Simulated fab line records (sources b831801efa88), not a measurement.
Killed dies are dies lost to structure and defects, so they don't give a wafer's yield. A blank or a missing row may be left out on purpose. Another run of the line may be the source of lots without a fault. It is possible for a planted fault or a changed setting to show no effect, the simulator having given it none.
8D (eight disciplines) problem report, filled in by code / flow sky130 / the parts of the form that need people (team, actions taken, sign-off) are left out

1. THE PROBLEM
Wafers without a fault read 0.858 a.u., standard deviation 0.0063; oes_product_au at SKY_METAL1_METAL_ETCH_19 reads a mean of 0.806 a.u. on 2 wafers belonging to 2 lots. That is -8.2 standard deviations from the usual mean.
The step: etches the open film in Cl2/BCl3, stops on SiO2, target depth 360 nm, time 78 s.
Earliest sighting: wafer L860.5 on rie_metal-03 at day 35 17:29. The record has a number at this step for 30 wafers belonging to 10 lots. The rule behind "out" and "out of limits": a value lying over 4 standard deviations away from the usual mean. The other wafers with a number count as sound.

2. WHAT IT IS, WHAT IT ISN'T
question=which readings at this step | is=oes_product_au | is not=drypump_motor_current_A, he_backside_leak_sccm
question=which lots | is=L860, L861 | is not=L851, L852, L857, L866, L870, L872, L873, L874
question=which wafers of those lots | is=L860.5, L861.6 | is not=L860.1, L860.6, L861.3, L861.5
question=read on which tools | is=rie_metal-03 | is not=rie_metal-01, rie_metal-04
question=when | is=from day 35 17:29 | is not=up to then (11 sound wafers); but 17 sound wafers of L861, L866, L870, L872, L873, L874 came after

3. WHAT RULES OUT EACH SUSPECT
Counting: a tool at a process step up to the reading stays a suspect if it ran every lot that is out. Sound lots after the first of them don't rule it out here, since some wafers of a struck lot are sound.
- rie_metal-03 at SKY_METAL1_METAL_ETCH_19 (etches the open film in Cl2/BCl3, stops on SiO2, target depth 360 nm, time 78 s): kept. Every lot that is out went through it, the first being L860 (day 35 17:29); the last sound lot it ran before that was L857 (day 34 21:32). On those wafers its own readings are out: oes_product_au.
- Within rie_metal-03 at SKY_METAL1_METAL_ETCH_19: the wafers that are out ran in chamber 1; their sound lot-mates ran in chamber 0.
Left after counting: rie_metal-03 at SKY_METAL1_METAL_ETCH_19.

4. THE CAUSE (what the simulator had put in)
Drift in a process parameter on rie_metal-03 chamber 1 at SKY_METAL1_METAL_ETCH_19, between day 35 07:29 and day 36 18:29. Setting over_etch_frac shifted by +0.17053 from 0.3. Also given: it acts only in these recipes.
This tool alone remained once counting was done.

5. SEQUENCE OF EFFECTS, ordered by route
One row per reading whose mean, taken over the struck wafers that have a number, lies over 3 standard deviations from the usual. Readings are gone through only where the record gives a usual standard deviation; hours: the median, over the lots, of the time from a lot's start at the first step in this table giving one to that lot's start at this step; sigmas: the change measured in usual standard deviations.
hours=0; step=SKY_METAL1_METAL_ETCH_19; reading=oes_product_au; usual=0.858 a.u.; on struck wafers=0.806; change=-0.051; sigmas=-8.2
hours=0; step=SKY_METAL1_STRIP_20; reading=oes_product_au; usual=0.343 a.u.; on struck wafers=0.325; change=-0.019; sigmas=-3.6
hours=0; step=SKY_METAL1_STRIP_20; reading=strip_time_to_endpoint_s; usual=2.70 s; on struck wafers=2.33; change=-0.38; sigmas=-8.3
Its process steps:
- SKY_METAL1_METAL_ETCH_19: etches the open film in Cl2/BCl3, stops on SiO2, target depth 360 nm, time 78 s.
- SKY_METAL1_STRIP_20: strips in O2/N2.

6. WHAT WOULD HAVE CAUGHT IT SOONER
The fault began at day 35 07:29; the first out-of-limits reading in this record came at day 35 17:29, 10 hours later.
